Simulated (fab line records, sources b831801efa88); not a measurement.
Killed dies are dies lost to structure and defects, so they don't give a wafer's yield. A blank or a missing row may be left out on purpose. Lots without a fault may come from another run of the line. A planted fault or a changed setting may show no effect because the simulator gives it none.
Chamber matching | flow sky130 | SKY_POLY_CUT_ETCH_10 on rie_diel-01: 4 sister chambers
The step etches BARC in N2/H2, stops on SiO2, time 45.9 s, target depth 60 nm. 7 wafers are shown with their chamber, then 7 later ones without.

WAFERS WITH THEIR CHAMBER
wafer  | chamber | drypump_motor_current_A (A) | oes_product_au (a.u.)
L427.2 | 1       | 6.7                         | 0.853
L427.6 | 3       | 5.4                         | 0.850
L432.3 | 2       | 6.5                         | 0.858
L432.4 | 0       | 6.0                         | 0.856
L432.5 | 2       | 6.5                         | 0.862
L435.1 | 0       | 5.9                         | 0.850
L435.3 | 1       | 6.7                         | 0.853

WAFERS WITHOUT THEIR CHAMBER
wafer  | drypump_motor_current_A (A) | oes_product_au (a.u.)
L435.6 | 5.5                         | 0.850
L444.1 | 6.0                         | 0.854
L444.4 | 6.5                         | 0.860
L444.6 | 5.4                         | 0.855
L446.2 | 6.4                         | 0.851
L446.4 | 5.9                         | 0.862
L446.5 | 6.7                         | 0.855

WHICH CHAMBER EACH WENT THROUGH
wafer  | from the rows above | in truth
L435.6 | 3                   | 3
L444.1 | 0                   | 0
L444.4 | 2                   | 2
L444.6 | 3                   | 3
L446.2 | 2                   | 2
L446.4 | 0                   | 0
L446.5 | 1                   | 1
Placed correctly: 7 of 7. Can't be placed from these rows: 0. Placed wrongly: 0.
How it was worked out, from the rows above alone: a wafer's distance from a chamber is the root of the sum, over the readings, of the square of ((its reading less the chamber's mean) divided by the reading's scatter). The wafer belongs to the nearest chamber; if the next one is less than 2 further off, it can't be placed. A chamber's mean is the mean of its shown wafers. The scatter: the root of (the sum of the squares of (reading less its chamber's mean) over the shown wafers, divided by (wafers less chambers)).
